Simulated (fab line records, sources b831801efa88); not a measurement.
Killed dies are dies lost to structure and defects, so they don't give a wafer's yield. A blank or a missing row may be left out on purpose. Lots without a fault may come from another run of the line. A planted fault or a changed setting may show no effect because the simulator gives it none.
fab line records | flow sky130
record lots=13 wafers=39 last_day=50
route steps=708 shown PWDE@51 SD_N@354 METAL1@434
lots that met no fault: from a run of the same line without faults
start_h: hours from the record's first day to the start of the lot's first wafer shown | wait_h: hours since the lot's step before | " the same as in the row above | L1.1+2: a row that stands for several wafers | - no value, or no start given | * or withheld: withheld | < > ~ a bound
route shown NAME@n: a module of which the file shows steps, and the number in the route of the first | usual: mean/standard deviation of fault-free wafers | same: alike in all rows | chamber/n: place in a boat | sites: the reading at each site | _std_site: their standard deviation | _edge_site: outer sites' mean less inner sites' | radius_mm: how far each site lies from the wafer's centre | mask NAME#n: copy n | behind: the tool/chamber that last shaped the wafer | hold: why the lot was held/for how many hours/how that ended | device: the transistor (n, p or np) that didn't switch | end of line: the same wafers' tests at the end of the route | a step without rows: its recipe alone | killed: dies lost to structure and defects at the first sort, not the wafer's yield | map: a wafer's dies, x killed, . not, _ none there
set.NAME: the setting as run; set.NAME@STEP: as run at that earlier step | model.NAME: the simulator's own value behind a step, which no gauge read
steps of the route over a sample of lots; a table a step, a row a wafer
services: from which hour (start_h, from the record's first day; less than 0 if before it) a tool's chamber was out of use, for how many hours, and why
## steps
# step SKY_PWDE_DEVELOP_06
# recipe wall_angle_deg=90 developer=TMAH develop_time_s=60 dev_temp_c=23
# usual developer_temp_C=23.00/0.11 resist_line_temp_C=22.97/0.11
# columns lot.wafer tool chamber start_h wait_h developer_temp_C resist_line_temp_C
L341.1 litho_track-01 0 66 - 22.91 23.01
L341.3 " 0 " " 22.94 22.95
L341.5 " 0 " " 23.03 23.18
L342.3 litho_track-01 0 74 - 22.95 23.06
L342.4 " 0 " " 22.84 23.07
L342.5 " 0 " " 22.86 23.03
L344.2 litho_track-01 0 86 - 23.98 22.96
L344.3 " 0 " " 23.98 23.11
L344.5 " 0 " " 23.93 22.92
L346.2 litho_track-01 0 96 - 23.80 23.01
L346.5 " 0 " " 23.86 22.84
L346.6 " 0 " " 23.77 22.93
L347.4 litho_track-04 0 105 - 22.89 22.86
L347.5 " 0 " " 22.79 22.85
L347.6 " 0 " " 22.91 22.94
L354.2 litho_track-04 0 145 - 23.09 23.01
L354.4 " 0 " " 23.08 22.85
L354.6 " 0 " " 22.99 23.04
L356.2 litho_track-01 0 152 - 23.05 23.04
L356.3 " 0 " " 23.05 22.95
L356.5 " 0 " " 23.10 23.02
L358.1 litho_track-04 0 164 - 23.04 22.83
L358.4 " 0 " " 23.03 22.97
L358.5 " 0 " " 23.00 22.88
L359.4 litho_track-01 0 167 - 23.01 22.74
L359.5 " 0 " " 22.99 22.96
L359.6 " 0 " " 22.85 22.87
L360.1 litho_track-04 0 175 - 23.03 22.86
L360.3 " 0 " " 23.01 22.80
L360.4 " 0 " " 22.92 22.92
L361.1 litho_track-01 0 181 - 22.91 23.00
L361.2 " 0 " " 23.09 23.02
L361.4 " 0 " " 23.05 23.00
L363.3 litho_track-01 0 191 - 22.99 22.96
L363.5 " 0 " " 23.06 22.98
L363.6 " 0 " " 23.00 23.04
L364.2 litho_track-01 0 196 - 23.02 22.99
L364.4 " 0 " " 23.13 23.01
L364.5 " 0 " " 23.11 22.95
# step SKY_SD_N_TW_MEAS_12
# usual SD_N_TW=3985/34
# columns lot.wafer tool chamber start_h wait_h SD_N_TW
L341.1 film_metro-03 - 652.09 0.1 3948
L341.3 " - " " 3952
L341.5 " - " " 3929
L342.3 film_metro-02 - 675.87 0.1 4044
L342.4 " - " " 3990
L342.5 " - " " 4011
L344.2 film_metro-03 - 684.22 0.1 3936
L344.3 " - " " 3948
L344.5 " - " " 3972
L346.2 film_metro-02 - 688.85 0.1 3998
L346.5 " - " " 4013
L346.6 " - " " 4017
L347.4 film_metro-03 - 706.97 0.1 3946
L347.5 " - " " 3927
L347.6 " - " " 3959
L354.2 film_metro-02 - 755.50 0.1 4012
L354.4 " - " " 3999
L354.6 " - " " 4042
L356.2 film_metro-03 - 767.56 0.1 3964
L356.3 " - " " 3925
L356.5 " - " " 3948
L358.1 film_metro-03 - 783.02 0.1 3956
L358.4 " - " " 3969
L358.5 " - " " 3968
L359.4 film_metro-02 - 791.62 0.1 4013
L359.5 " - " " 4024
L359.6 " - " " 4014
L360.1 film_metro-01 - 799.40 0.1 3991
L360.3 " - " " 3997
L360.4 " - " " 4008
L361.1 film_metro-02 - 800.61 0.1 4022
L361.2 " - " " 4011
L361.4 " - " " 4036
L363.3 film_metro-02 - 812.69 0.1 4023
L363.5 " - " " 4030
L363.6 " - " " 4024
L364.2 film_metro-03 - 825.63 0.1 3970
L364.4 " - " " 3990
L364.5 " - " " 3973
# step SKY_METAL1_SPUTTER_00
# recipe material=Ti target_thk_nm=15 power_w=3000 time_s=10 chamber_pressure_pa=0.4
# usual throttle_valve_pct=30.5/1.1
# columns lot.wafer tool chamber start_h wait_h throttle_valve_pct
L341.1 pvd_sputter-01 - 740.35 0.2 30.7
L341.3 " - " " 28.2
L341.5 " - " " 30.6
L342.3 pvd_sputter-01 - 763.09 0.2 31.6
L342.4 " - " " 30.3
L342.5 " - " " 30.7
L344.2 pvd_sputter-03 - 773.70 0.1 29.7
L344.3 " - " " 30.3
L344.5 " - " " 29.8
L346.2 pvd_sputter-04 - 776.13 0.2 29.3
L346.5 " - " " 31.0
L346.6 " - " " 29.2
L347.4 pvd_sputter-01 - 793.03 0.1 32.1
L347.5 " - " " 28.3
L347.6 " - " " 31.5
L354.2 pvd_sputter-03 - 840.24 0.1 29.7
L354.4 " - " " 29.8
L354.6 " - " " 29.8
L356.2 pvd_sputter-01 - 852.55 0.1 31.7
L356.3 " - " " 30.6
L356.5 " - " " 31.2
L358.1 pvd_sputter-04 - 867.58 0.2 28.5
L358.4 " - " " 31.1
L358.5 " - " " 31.1
L359.4 pvd_sputter-04 - 876.29 0.2 31.3
L359.5 " - " " 28.4
L359.6 " - " " 31.2
L360.1 pvd_sputter-01 - 883.85 0.1 31.6
L360.3 " - " " 28.3
L360.4 " - " " 30.2
L361.1 pvd_sputter-03 - 884.89 0.2 29.4
L361.2 " - " " 30.1
L361.4 " - " " 30.3
L363.3 pvd_sputter-04 - 895.88 0.1 29.2
L363.5 " - " " 31.1
L363.6 " - " " 29.4
L364.2 pvd_sputter-04 - 907.70 0.2 29.3
L364.4 " - " " 31.5
L364.5 " - " " 30.9
# step SKY_METAL1_THK_MEAS_06
# recipe thk_meas_gauge=xrf reads=AlCu_of_METAL1_SPUTTER_02
# usual METAL1_ALCU_THK=246.5/2.6
# columns lot.wafer tool chamber start_h wait_h METAL1_ALCU_THK[nm]
L341.1 film_metro-01 - 740.61 0.1 242.6
L341.3 " - " " 245.9
L341.5 " - " " 248.6
L342.3 film_metro-01 - 763.37 0.1 246.7
L342.4 " - " " 245.5
L342.5 " - " " 243.9
L344.2 film_metro-04 - 773.97 0.1 245.3
L344.3 " - " " 245.9
L344.5 " - " " 245.0
L346.2 film_metro-01 - 776.40 0.1 246.4
L346.5 " - " " 244.9
L346.6 " - " " 246.1
L347.4 film_metro-04 - 793.32 0.1 247.9
L347.5 " - " " 247.2
L347.6 " - " " 249.7
L354.2 film_metro-04 - 840.51 0.1 243.1
L354.4 " - " " 243.9
L354.6 " - " " 243.8
L356.2 film_metro-04 - 852.82 0.1 245.8
L356.3 " - " " 242.0
L356.5 " - " " 242.4
L358.1 film_metro-04 - 867.84 0.1 248.5
L358.4 " - " " 248.8
L358.5 " - " " 247.6
L359.4 film_metro-04 - 876.58 0.1 248.8
L359.5 " - " " 249.6
L359.6 " - " " 248.5
L360.1 film_metro-04 - 884.11 0.1 246.5
L360.3 " - " " 243.1
L360.4 " - " " 246.1
L361.1 film_metro-03 - 885.15 0.1 251.4
L361.2 " - " " 249.2
L361.4 " - " " 253.3
L363.3 film_metro-01 - 896.16 0.1 244.2
L363.5 " - " " 243.1
L363.6 " - " " 245.3
L364.2 film_metro-03 - 907.97 0.1 242.0
L364.4 " - " " 244.5
L364.5 " - " " 247.6
## services
# columns tool chamber start_h hours kind
litho_track-04 - 42.46 - consumable_replace:filter
litho_track-01 - 48.43 - consumable_replace:filter
pvd_sputter-04 - 68.48 9.5 repair
pvd_sputter-01 - 112.34 10.0 repair
pvd_sputter-01 - 167.20 2.9 repair
litho_track-04 - 167.26 - consumable_replace:filter
pvd_sputter-01 - 200.67 2.4 repair
pvd_sputter-04 - 227.36 5.5 repair
pvd_sputter-03 - 231.36 4.6 repair
pvd_sputter-03 - 406.24 1.1 repair
pvd_sputter-01 - 424.14 5.1 repair
pvd_sputter-03 - 438.20 4.8 repair
pvd_sputter-03 - 449.92 1.5 repair
pvd_sputter-03 - 541.74 5.1 repair
pvd_sputter-01 - 547.86 0.6 repair
pvd_sputter-04 - 575.30 3.4 repair
pvd_sputter-01 - 637.15 0.9 repair
pvd_sputter-03 - 706.65 4.3 repair
pvd_sputter-01 - 743.41 2.3 repair
litho_track-01 - 761.83 - consumable_replace:filter
pvd_sputter-03 - 777.55 8.3 repair
pvd_sputter-03 - 791.39 2.1 repair
pvd_sputter-01 - 856.86 5.8 repair
## key
first_sign step=SKY_PWDE_DEVELOP_06 reading=developer_temp_C direction=up sigmas=8.2 usual=* struck=*
effect none on later readings
met_at SKY_PWDE_DEVELOP_06
struck_lots L344,L346
tester_left_out L344,L346
not_acting_at SKY_SD_N_TW_MEAS_12,SKY_METAL1_SPUTTER_00,SKY_METAL1_THK_MEAS_06
onset_between 74 86
fault kind=process_parameter_drift tool=litho_track-01 chamber=- onset_h=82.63 steps=SKY_PWDE_DEVELOP_06 channel=dev_temp_c offset=* shape=step end_h=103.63 acts_in=* stated=*
# tester_left_out: of these lots the tester's yield and bins aren't shown, on N5 and GAA mostly nor the transistor test; their killed dies are dies lost to structure and defects alone, not to doping, threshold or leakage, so they don't give the yield
